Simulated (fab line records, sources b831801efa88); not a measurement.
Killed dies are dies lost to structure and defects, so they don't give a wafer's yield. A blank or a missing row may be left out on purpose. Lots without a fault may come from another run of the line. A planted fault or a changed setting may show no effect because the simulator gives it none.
fab line records | flow sky130
record lots=13 wafers=39 last_day=50
route steps=708 shown LDD_N@254 LDD_P@262 LDD_LDN@303 SD_P@328 PAD_OPEN@708
lots that met no fault: from a run of the same line without faults
start_h: hours from the record's first day to the start of the lot's first wafer shown | wait_h: hours since the lot's step before | " the same as in the row above | L1.1+2: a row that stands for several wafers | - no value, or no start given | * or withheld: withheld | < > ~ a bound
route shown NAME@n: a module of which the file shows steps, and the number in the route of the first | usual: mean/standard deviation of fault-free wafers | same: alike in all rows | chamber/n: place in a boat | sites: the reading at each site | _std_site: their standard deviation | _edge_site: outer sites' mean less inner sites' | radius_mm: how far each site lies from the wafer's centre | mask NAME#n: copy n | behind: the tool/chamber that last shaped the wafer | hold: why the lot was held/for how many hours/how that ended | device: the transistor (n, p or np) that didn't switch | end of line: the same wafers' tests at the end of the route | a step without rows: its recipe alone | killed: dies lost to structure and defects at the first sort, not the wafer's yield | map: a wafer's dies, x killed, . not, _ none there
set.NAME: the setting as run; set.NAME@STEP: as run at that earlier step | model.NAME: the simulator's own value behind a step, which no gauge read
steps of the route over a sample of lots; a table a step, a row a wafer
services: from which hour (start_h, from the record's first day; less than 0 if before it) a tool's chamber was out of use, for how many hours, and why
## steps
# step SKY_LDD_N_TW_MEAS_17
# usual LDD_N_TW=2603/18
# columns lot.wafer tool chamber start_h wait_h LDD_N_TW
L631.2 film_metro-02 - 399.40 0.1 2583
L631.4 " - " " 2588
L631.6 " - " " 2592
L632.1 film_metro-02 - 412.12 0.1 2589
L632.2 " - " " 2599
L632.5 " - " " 2597
L637.3 film_metro-02 - 464.46 0.1 2596
L637.4 " - " " 2601
L637.5 " - " " 2590
L638.3 film_metro-03 - 469.96 0.1 2627
L638.5 " - " " 2623
L638.6 " - " " 2623
L639.1 film_metro-03 - 493.64 0.1 2614
L639.4 " - " " 2611
L639.5 " - " " 2627
L641.1 film_metro-03 - 522.04 0.1 2640
L641.2 " - " " 2619
L641.5 " - " " 2627
L642.1 film_metro-04 - 523.12 0.1 2602
L642.4 " - " " 2608
L642.5 " - " " 2603
L644.1 film_metro-02 - 528.44 0.1 2580
L644.3 " - " " 2590
L644.4 " - " " 2588
L646.4 film_metro-03 - 540.92 0.1 2616
L646.5 " - " " 2626
L646.6 " - " " 2618
L650.1 film_metro-02 - 567.09 0.1 2597
L650.2 " - " " 2605
L650.4 " - " " 2596
L652.3 film_metro-02 - 586.06 0.1 2605
L652.4 " - " " 2599
L652.5 " - " " 2588
L653.2 film_metro-02 - 594.40 0.1 2602
L653.4 " - " " 2598
L653.5 " - " " 2593
L654.1 film_metro-02 - 620.79 0.1 2586
L654.3 " - " " 2589
L654.4 " - " " 2585
# step SKY_LDD_P_CD_MEAS_07
# recipe target_cd_nm=380
# usual cd_nm=379/3.3
# columns lot.wafer tool chamber start_h wait_h cd_nm
L631.2 cd_sem-01 - 428.33 0.1 381
L631.4 " - " " 379
L631.6 " - " " 378
L632.1 cd_sem-02 - 442.29 0.1 386
L632.2 " - " " 388
L632.5 " - " " 388
L637.3 cd_sem-01 - 496.40 0.1 377
L637.4 " - " " 378
L637.5 " - " " 377
L638.3 cd_sem-02 - 501.25 0.1 378
L638.5 " - " " 378
L638.6 " - " " 375
L639.1 cd_sem-02 - 523.72 0.1 383
L639.4 " - " " 385
L639.5 " - " " 385
L641.1 cd_sem-02 - 552.21 0.1 380
L641.2 " - " " 377
L641.5 " - " " 380
L642.1 cd_sem-02 - 553.46 0.1 380
L642.4 " - " " 378
L642.5 " - " " 378
L644.1 cd_sem-02 - 557.37 0.1 377
L644.3 " - " " 375
L644.4 " - " " 376
L646.4 cd_sem-02 - 570.97 0.1 385
L646.5 " - " " 381
L646.6 " - " " 383
L650.1 cd_sem-02 - 597.23 0.1 377
L650.2 " - " " 380
L650.4 " - " " 378
L652.3 cd_sem-01 - 615.32 0.1 379
L652.4 " - " " 377
L652.5 " - " " 379
L653.2 cd_sem-01 - 623.98 0.1 384
L653.4 " - " " 383
L653.5 " - " " 383
L654.1 cd_sem-01 - 649.56 0.1 387
L654.3 " - " " 384
L654.4 " - " " 385
# step SKY_LDD_LDN_CLEAN_14
# recipe chemistry=SC1/SC2 mix=1:4:20 temp_c=70 time_s=150 dry=n2_spin
# usual run_length_s=177.3/2.7
# columns lot.wafer tool chamber start_h wait_h run_length_s
L631.2 wet_bench-04 1 521.20 0.0 174.6
L631.4 " 1 " " 174.6
L631.6 " 1 " " 174.6
L632.1 wet_bench-02 2 535.70 0.1 177.3
L632.2 " 2 " " 177.3
L632.5 " 2 " " 177.3
L637.3 wet_bench-01 0 587.85 0.0 176.5
L637.4 " 0 " " 176.5
L637.5 " 0 " " 176.5
L638.3 wet_bench-01 2 592.03 0.0 178.3
L638.5 " 2 " " 178.3
L638.6 " 2 " " 178.3
L639.1 wet_bench-04 0 614.65 0.1 175.3
L639.4 " 0 " " 175.3
L639.5 " 0 " " 175.3
L641.1 wet_bench-02 0 641.30 0.1 173.8
L641.2 " 0 " " 173.8
L641.5 " 0 " " 173.8
L642.1 wet_bench-01 0 643.08 0.1 175.4
L642.4 " 0 " " 175.4
L642.5 " 0 " " 175.4
L644.1 wet_bench-04 1 646.68 0.1 182.5
L644.3 " 1 " " 182.5
L644.4 " 1 " " 182.5
L646.4 wet_bench-04 2 659.25 0.0 177.0
L646.5 " 2 " " 177.0
L646.6 " 2 " " 177.0
L650.1 wet_bench-02 0 684.65 0.1 182.2
L650.2 " 0 " " 182.2
L650.4 " 0 " " 182.2
L652.3 wet_bench-04 3 702.58 0.0 113.1
L652.4 " 3 " " 113.1
L652.5 " 3 " " 113.1
L653.2 wet_bench-01 1 709.03 0.0 181.8
L653.4 " 1 " " 181.8
L653.5 " 1 " " 181.8
L654.1 wet_bench-02 3 734.25 0.1 173.4
L654.3 " 3 " " 173.4
L654.4 " 3 " " 173.4
# step SKY_SD_P_OVL_MEAS_08
# usual SD_P_OVL=0.5/1.7
# columns lot.wafer tool chamber start_h wait_h SD_P_OVL[nm]
L631.2 overlay-02 - 584.39 0.1 3.1
L631.4 " - " " 3.2
L631.6 " - " " 3.4
L632.1 overlay-02 - 597.32 0.1 0.4
L632.2 " - " " 1.6
L632.5 " - " " -0.2
L637.3 overlay-02 - 647.29 0.1 -1.7
L637.4 " - " " -0.8
L637.5 " - " " -1.9
L638.3 overlay-02 - 652.90 0.1 -1.1
L638.5 " - " " 0.3
L638.6 " - " " -3.5
L639.1 overlay-02 - 675.58 0.1 0.3
L639.4 " - " " 0.6
L639.5 " - " " 0.4
L641.1 overlay-01 - 699.54 0.1 -0.4
L641.2 " - " " 0.8
L641.5 " - " " 0.5
L642.1 overlay-02 - 702.79 0.1 1.9
L642.4 " - " " 3.1
L642.5 " - " " 2.9
L644.1 overlay-02 - 705.55 0.1 -3.1
L644.3 " - " " -0.3
L644.4 " - " " -1.3
L646.4 overlay-01 - 717.29 0.1 -1.7
L646.5 " - " " 0.0
L646.6 " - " " -2.8
L650.1 overlay-02 - 741.73 0.1 -0.5
L650.2 " - " " 3.0
L650.4 " - " " 1.1
L652.3 overlay-01 - 759.25 0.1 -1.3
L652.4 " - " " 0.3
L652.5 " - " " 1.7
L653.2 overlay-02 - 767.43 0.1 1.6
L653.4 " - " " 0.6
L653.5 " - " " 2.4
L654.1 overlay-02 - 790.06 0.1 4.4
L654.3 " - " " 3.1
L654.4 " - " " 3.5
# step SKY_PAD_OPEN_PROBE_99
# usual killed_at_M0_to_M3=43/6.5 killed_at_M4_up=3/1.7 killed_at_contacts=25/5.1 killed_at_front_end=15/3.8 killed_at_other=0.2/0.45 killed_dies=86/8.8 killed_open=47/6.7 killed_short=39/6
# same gross_dies=492 killed_at_back_side=0
# columns lot.wafer tool chamber start_h wait_h killed_at_M0_to_M3 killed_at_M4_up killed_at_contacts killed_at_front_end killed_at_other killed_dies killed_open killed_short
L631.2 prober-02 - 1074.48 0.1 33 3 25 16 0 77 43 34
L631.4 prober-02 - 1074.58 0.2 42 3 22 17 0 84 43 41
L631.6 prober-02 - 1074.68 0.2 52 4 21 24 0 101 54 47
L632.1 prober-01 - 1082.93 0.1 39 1 24 12 0 76 44 32
L632.2 prober-01 - 1082.98 0.1 45 0 26 19 0 90 45 45
L632.5 prober-01 - 1083.13 0.2 46 1 24 9 0 80 51 29
L637.3 prober-02 - 1118.47 0.2 49 2 36 14 0 101 55 46
L637.4 prober-02 - 1118.52 0.2 46 6 27 14 1 94 52 42
L637.5 prober-02 - 1118.57 0.2 42 0 30 12 0 84 46 38
L638.3 prober-01 - 1124.35 0.2 50 1 28 10 0 89 47 42
L638.5 prober-01 - 1124.45 0.2 44 0 25 16 0 85 42 43
L638.6 prober-01 - 1124.50 0.2 48 1 22 10 0 81 49 32
L639.1 prober-02 - 1135.78 0.1 30 1 13 11 0 55 35 20
L639.4 prober-02 - 1135.93 0.2 40 3 15 16 0 74 41 33
L639.5 prober-02 - 1135.98 0.2 49 2 20 15 1 87 39 48
L641.1 prober-01 - 1154.99 0.1 48 3 29 17 0 97 62 35
L641.2 prober-01 - 1155.04 0.1 34 6 33 18 1 92 52 40
L641.5 prober-01 - 1155.19 0.2 46 3 22 15 0 86 41 45
L642.1 prober-01 - 1159.34 0.1 39 3 17 20 0 79 42 37
L642.4 prober-01 - 1159.49 0.2 33 2 26 11 0 72 43 29
L642.5 prober-01 - 1159.54 0.2 33 2 21 11 0 67 36 31
L644.1 prober-02 - 1159.67 0.1 37 4 24 24 0 89 50 39
L644.3 prober-02 - 1159.77 0.2 40 5 23 18 1 87 44 43
L644.4 prober-02 - 1159.82 0.2 32 2 19 13 1 67 35 32
L646.4 prober-01 - 1167.01 0.2 44 2 23 14 0 83 43 40
L646.5 prober-01 - 1167.06 0.2 45 3 27 5 0 80 50 30
L646.6 prober-01 - 1167.11 0.2 44 5 26 10 1 86 38 48
L650.1 prober-01 - 1184.48 0.1 32 3 32 17 1 85 55 30
L650.2 prober-01 - 1184.53 0.1 42 2 33 10 0 87 45 42
L650.4 prober-01 - 1184.63 0.2 39 3 30 15 0 87 53 34
L652.3 prober-01 - 1191.17 0.2 42 6 23 15 0 86 44 42
L652.4 prober-01 - 1191.22 0.2 37 3 28 21 0 89 53 36
L652.5 prober-01 - 1191.27 0.2 36 2 28 7 0 73 41 32
L653.2 prober-02 - 1198.01 0.1 45 2 22 19 0 88 35 53
L653.4 prober-02 - 1198.11 0.2 59 2 21 13 1 96 50 46
L653.5 prober-02 - 1198.16 0.2 38 2 24 22 0 86 50 36
L654.1 prober-01 - 1208.22 0.1 43 6 24 16 0 89 50 39
L654.3 prober-01 - 1208.32 0.2 37 4 16 18 0 75 43 32
L654.4 prober-01 - 1208.37 0.2 44 2 27 12 0 85 52 33
# killed by level:class
L631.2 CONTACT:geometric_particle:open=12 VIA1:geometric_particle:open=10 LI_CONTACT:geometric_particle:open=6 METAL2:geometric_particle:short=6 CONTACT:geometric_particle:short=5 METAL1:geometric_particle:short=5 VIA3:geometric_particle:open=5 POLY_GATE:geometric_particle:short=4
L631.4 VIA1:geometric_particle:open=9 LI_CONTACT:geometric_particle:open=8 VIA3:geometric_particle:short=8 FIELD_ISO:geometric_particle:short=6 CONTACT:geometric_particle:open=6 CONTACT:geometric_particle:short=5 METAL1:geometric_particle:short=5 VIA3:geometric_particle:open=5
L631.6 VIA1:geometric_particle:open=15 METAL1:geometric_particle:short=10 CONTACT:geometric_particle:open=8 VIA2:geometric_particle:open=7 LI_CONTACT:geometric_particle:open=7 FIELD_ISO:geometric_particle:open=6 FIELD_ISO:geometric_particle:short=6 METAL2:geometric_particle:short=6
L632.1 VIA1:geometric_particle:open=13 CONTACT:geometric_particle:open=7 LI_CONTACT:geometric_particle:open=5 LI_CONTACT:geometric_particle:short=5 LOCAL_INTERCONNECT:geometric_particle:short=5 METAL1:geometric_particle:short=5 VIA3:geometric_particle:open=5 FIELD_ISO:geometric_particle:short=4
L632.2 CONTACT:geometric_particle:open=11 VIA1:geometric_particle:open=9 METAL1:geometric_particle:short=8 POLY_GATE:geometric_particle:short=7 LOCAL_INTERCONNECT:geometric_particle:short=7 VIA1:geometric_particle:short=6 VIA3:geometric_particle:open=6 VIA2:geometric_particle:open=6
L632.5 VIA1:geometric_particle:open=13 VIA3:geometric_particle:open=10 LOCAL_INTERCONNECT:geometric_particle:short=9 CONTACT:geometric_particle:open=8 VIA2:geometric_particle:open=6 LI_CONTACT:geometric_particle:open=6 VIA1:geometric_particle:short=4 METAL3:geometric_particle:short=3
L637.3 VIA1:geometric_particle:open=15 CONTACT:geometric_particle:open=14 CONTACT:geometric_particle:short=8 LI_CONTACT:geometric_particle:open=7 POLY_GATE:geometric_particle:short=6 VIA2:geometric_particle:open=6 METAL2:geometric_particle:short=5 METAL1:geometric_particle:short=5
L637.4 VIA1:geometric_particle:open=14 LI_CONTACT:geometric_particle:open=11 CONTACT:geometric_particle:short=6 METAL2:geometric_particle:short=6 LOCAL_INTERCONNECT:geometric_particle:short=5 CONTACT:geometric_particle:open=5 VIA2:geometric_particle:short=5 VIA2:geometric_particle:open=5
L637.5 VIA1:geometric_particle:open=13 CONTACT:geometric_particle:open=12 METAL2:geometric_particle:short=7 VIA2:geometric_particle:short=6 CONTACT:geometric_particle:short=5 VIA3:geometric_particle:open=5 VIA3:geometric_particle:short=5 LOCAL_INTERCONNECT:geometric_particle:short=4
L638.3 CONTACT:geometric_particle:open=16 VIA1:geometric_particle:open=7 VIA1:geometric_particle:short=6 METAL2:geometric_particle:short=5 METAL1:geometric_particle:short=5 VIA2:geometric_particle:open=5 VIA3:geometric_particle:open=5 POLY_GATE:geometric_particle:short=4
L638.5 CONTACT:geometric_particle:open=12 VIA1:geometric_particle:short=7 VIA2:geometric_particle:open=6 METAL2:geometric_particle:short=6 LI_CONTACT:geometric_particle:open=5 METAL1:geometric_particle:short=5 VIA3:geometric_particle:open=5 VIA3:geometric_particle:short=5
L638.6 CONTACT:geometric_particle:open=13 VIA1:geometric_particle:open=12 VIA3:geometric_particle:open=8 VIA1:geometric_particle:short=6 METAL2:geometric_particle:short=6 FIELD_ISO:geometric_particle:open=5 VIA2:geometric_particle:open=5 METAL1:geometric_particle:short=4
L639.1 VIA3:geometric_particle:open=10 CONTACT:geometric_particle:open=6 LI_CONTACT:geometric_particle:open=5 VIA1:geometric_particle:open=5 FIELD_ISO:geometric_particle:short=4 VIA2:geometric_particle:open=4 POLY_GATE:geometric_particle:short=3 FIELD_ISO:geometric_particle:open=2
L639.4 VIA1:geometric_particle:open=10 VIA2:geometric_particle:open=6 FIELD_ISO:geometric_particle:short=5 CONTACT:geometric_particle:open=5 METAL2:geometric_particle:short=5 POLY_GATE:geometric_particle:open=4 CONTACT:geometric_particle:short=4 VIA1:geometric_particle:short=4
L639.5 VIA1:geometric_particle:open=9 CONTACT:geometric_particle:open=8 METAL1:geometric_particle:short=8 VIA3:geometric_particle:short=6 METAL2:geometric_particle:short=5 METAL3:geometric_particle:short=5 FIELD_ISO:geometric_particle:short=4 LI_CONTACT:geometric_particle:open=4
L641.1 CONTACT:geometric_particle:open=11 LI_CONTACT:geometric_particle:open=8 METAL1:geometric_particle:short=8 VIA1:geometric_particle:open=8 VIA3:geometric_particle:open=8 POLY_GATE:geometric_particle:open=7 VIA1:geometric_particle:short=6 METAL2:geometric_particle:short=5
L641.2 LI_CONTACT:geometric_particle:open=12 POLY_GATE:geometric_particle:open=6 VIA1:geometric_particle:open=6 CONTACT:geometric_particle:short=6 CONTACT:geometric_particle:open=6 METAL4:geometric_particle:short=5 VIA2:geometric_particle:open=5 VIA1:geometric_particle:short=5
L641.5 VIA1:geometric_particle:open=11 VIA2:geometric_particle:short=8 FIELD_ISO:geometric_particle:short=7 CONTACT:geometric_particle:open=7 VIA1:geometric_particle:short=6 LI_CONTACT:geometric_particle:open=5 VIA2:geometric_particle:open=5 LOCAL_INTERCONNECT:geometric_particle:short=4
L642.1 CONTACT:geometric_particle:open=7 VIA1:geometric_particle:short=6 VIA1:geometric_particle:open=6 METAL2:geometric_particle:short=6 VIA3:geometric_particle:open=6 FIELD_ISO:geometric_particle:open=5 POLY_GATE:geometric_particle:short=5 POLY_GATE:geometric_particle:open=5
L642.4 VIA1:geometric_particle:open=10 LI_CONTACT:geometric_particle:open=8 CONTACT:geometric_particle:open=8 LOCAL_INTERCONNECT:geometric_particle:short=5 VIA3:geometric_particle:open=5 FIELD_ISO:geometric_particle:open=4 LI_CONTACT:geometric_particle:short=4 METAL1:geometric_particle:short=4
L642.5 CONTACT:geometric_particle:open=9 VIA1:geometric_particle:open=8 METAL1:geometric_particle:short=6 POLY_GATE:geometric_particle:open=4 LOCAL_INTERCONNECT:geometric_particle:short=4 CONTACT:geometric_particle:short=4 METAL1:geometric_particle:open=4 VIA2:geometric_particle:open=4
L644.1 CONTACT:geometric_particle:open=12 VIA1:geometric_particle:open=9 FIELD_ISO:geometric_particle:short=7 VIA2:geometric_particle:open=6 FIELD_ISO:geometric_particle:open=5 POLY_GATE:geometric_particle:short=5 METAL1:geometric_particle:short=5 LI_CONTACT:geometric_particle:open=4
L644.3 CONTACT:geometric_particle:open=10 LI_CONTACT:geometric_particle:open=9 VIA1:geometric_particle:short=8 METAL2:geometric_particle:short=6 VIA2:geometric_particle:short=6 VIA1:geometric_particle:open=5 METAL1:geometric_particle:short=5 FIELD_ISO:geometric_particle:short=4
L644.4 VIA1:geometric_particle:open=8 VIA1:geometric_particle:short=6 FIELD_ISO:geometric_particle:open=5 LI_CONTACT:geometric_particle:short=5 LI_CONTACT:geometric_particle:open=4 VIA2:geometric_particle:open=4 LOCAL_INTERCONNECT:geometric_particle:short=4 CONTACT:geometric_particle:open=4
L646.4 VIA1:geometric_particle:open=11 METAL1:geometric_particle:short=9 LI_CONTACT:geometric_particle:open=8 METAL2:geometric_particle:short=7 VIA2:geometric_particle:open=6 FIELD_ISO:geometric_particle:short=5 VIA1:geometric_particle:short=5 CONTACT:geometric_particle:open=5
L646.5 CONTACT:geometric_particle:open=10 VIA1:geometric_particle:open=9 LI_CONTACT:geometric_particle:open=8 VIA2:geometric_particle:open=7 VIA3:geometric_particle:open=7 METAL1:geometric_particle:short=5 METAL3:geometric_particle:short=5 LI_CONTACT:geometric_particle:short=4
L646.6 CONTACT:geometric_particle:open=8 METAL1:geometric_particle:short=7 VIA2:geometric_particle:open=7 VIA3:geometric_particle:open=7 LOCAL_INTERCONNECT:geometric_particle:short=5 METAL2:geometric_particle:short=5 FIELD_ISO:geometric_particle:short=4 LI_CONTACT:geometric_particle:open=4
L650.1 CONTACT:geometric_particle:open=12 LI_CONTACT:geometric_particle:open=11 FIELD_ISO:geometric_particle:open=7 VIA3:geometric_particle:open=7 LOCAL_INTERCONNECT:geometric_particle:short=6 VIA2:geometric_particle:open=5 FIELD_ISO:geometric_particle:short=4 VIA1:geometric_particle:short=4
L650.2 CONTACT:geometric_particle:open=12 VIA1:geometric_particle:open=9 LI_CONTACT:geometric_particle:open=8 METAL2:geometric_particle:short=7 VIA1:geometric_particle:short=6 CONTACT:geometric_particle:short=6 VIA3:geometric_particle:open=5 FIELD_ISO:geometric_particle:open=4
L650.4 VIA1:geometric_particle:open=14 LI_CONTACT:geometric_particle:open=10 CONTACT:geometric_particle:open=8 LI_CONTACT:geometric_particle:short=6 FIELD_ISO:geometric_particle:short=5 VIA3:geometric_particle:open=5 VIA2:geometric_particle:open=5 FIELD_ISO:geometric_particle:open=4
L652.3 VIA1:geometric_particle:open=11 LI_CONTACT:geometric_particle:open=9 CONTACT:geometric_particle:open=7 VIA1:geometric_particle:short=6 FIELD_ISO:geometric_particle:short=5 VIA2:geometric_particle:open=5 METAL2:geometric_particle:short=5 METAL4:geometric_particle:short=4
L652.4 LI_CONTACT:geometric_particle:open=11 CONTACT:geometric_particle:open=8 VIA3:geometric_particle:open=8 POLY_GATE:geometric_particle:open=7 VIA2:geometric_particle:open=6 LI_CONTACT:geometric_particle:short=5 METAL1:geometric_particle:short=5 VIA1:geometric_particle:open=5
L652.5 VIA1:geometric_particle:open=11 LI_CONTACT:geometric_particle:open=9 CONTACT:geometric_particle:open=8 METAL1:geometric_particle:short=7 CONTACT:geometric_particle:short=6 METAL3:geometric_particle:short=5 LOCAL_INTERCONNECT:geometric_particle:short=3 VIA2:geometric_particle:open=3
L653.2 FIELD_ISO:geometric_particle:short=9 METAL2:geometric_particle:short=9 VIA1:geometric_particle:open=8 LOCAL_INTERCONNECT:geometric_particle:short=7 METAL1:geometric_particle:short=7 CONTACT:geometric_particle:open=6 CONTACT:geometric_particle:short=5 VIA1:geometric_particle:short=4
L653.4 VIA1:geometric_particle:open=20 VIA2:geometric_particle:open=8 LOCAL_INTERCONNECT:geometric_particle:short=7 VIA1:geometric_particle:short=6 METAL1:geometric_particle:short=5 LI_CONTACT:geometric_particle:open=5 VIA2:geometric_particle:short=5 CONTACT:geometric_particle:open=4
L653.5 CONTACT:geometric_particle:open=12 VIA1:geometric_particle:open=9 LI_CONTACT:geometric_particle:open=8 METAL2:geometric_particle:short=8 FIELD_ISO:geometric_particle:short=6 METAL1:geometric_particle:short=6 POLY_GATE:geometric_particle:open=4 VIA3:geometric_particle:open=4
L654.1 VIA2:geometric_particle:open=11 VIA1:geometric_particle:open=10 CONTACT:geometric_particle:open=7 LI_CONTACT:geometric_particle:open=5 LOCAL_INTERCONNECT:geometric_particle:short=5 VIA3:geometric_particle:open=5 FIELD_ISO:geometric_particle:open=4 CONTACT:geometric_particle:short=4
L654.3 FIELD_ISO:geometric_particle:short=10 VIA1:geometric_particle:open=10 CONTACT:geometric_particle:open=7 VIA3:geometric_particle:open=6 FIELD_ISO:geometric_particle:open=5 CONTACT:geometric_particle:short=4 VIA2:geometric_particle:open=4 LOCAL_INTERCONNECT:geometric_particle:short=3
L654.4 VIA1:geometric_particle:open=14 CONTACT:geometric_particle:open=11 CONTACT:geometric_particle:short=6 VIA3:geometric_particle:open=6 POLY_GATE:geometric_particle:open=5 LI_CONTACT:geometric_particle:open=5 METAL2:geometric_particle:short=5 POLY_GATE:geometric_particle:short=4
## services
# columns tool chamber start_h hours kind
wet_bench-04 - 579.60 6.7 repair
wet_bench-02 - 686.54 4.4 pm
wet_bench-01 - 732.79 4.4 pm
## key
first_sign step=SKY_LDD_LDN_CLEAN_14 reading=run_length_s direction=down sigmas=24 usual=* struck=*
effect none on later readings
met_at SKY_LDD_LDN_CLEAN_14
struck_lots L652
struck_wafers L652.3,L652.4,L652.5
tester_left_out L652
not_acting_at SKY_LDD_N_TW_MEAS_17,SKY_LDD_P_CD_MEAS_07,SKY_SD_P_OVL_MEAS_08
fault kind=process_parameter_drift tool=wet_bench-04 chamber=3 onset_h=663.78 steps=SKY_LDD_LDN_CLEAN_14 channel=time_s offset=* shape=step end_h=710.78 acts_in=* stated=*
# tester_left_out: of these lots the tester's yield and bins aren't shown, on N5 and GAA mostly nor the transistor test; their killed dies are dies lost to structure and defects alone, not to doping, threshold or leakage, so they don't give the yield
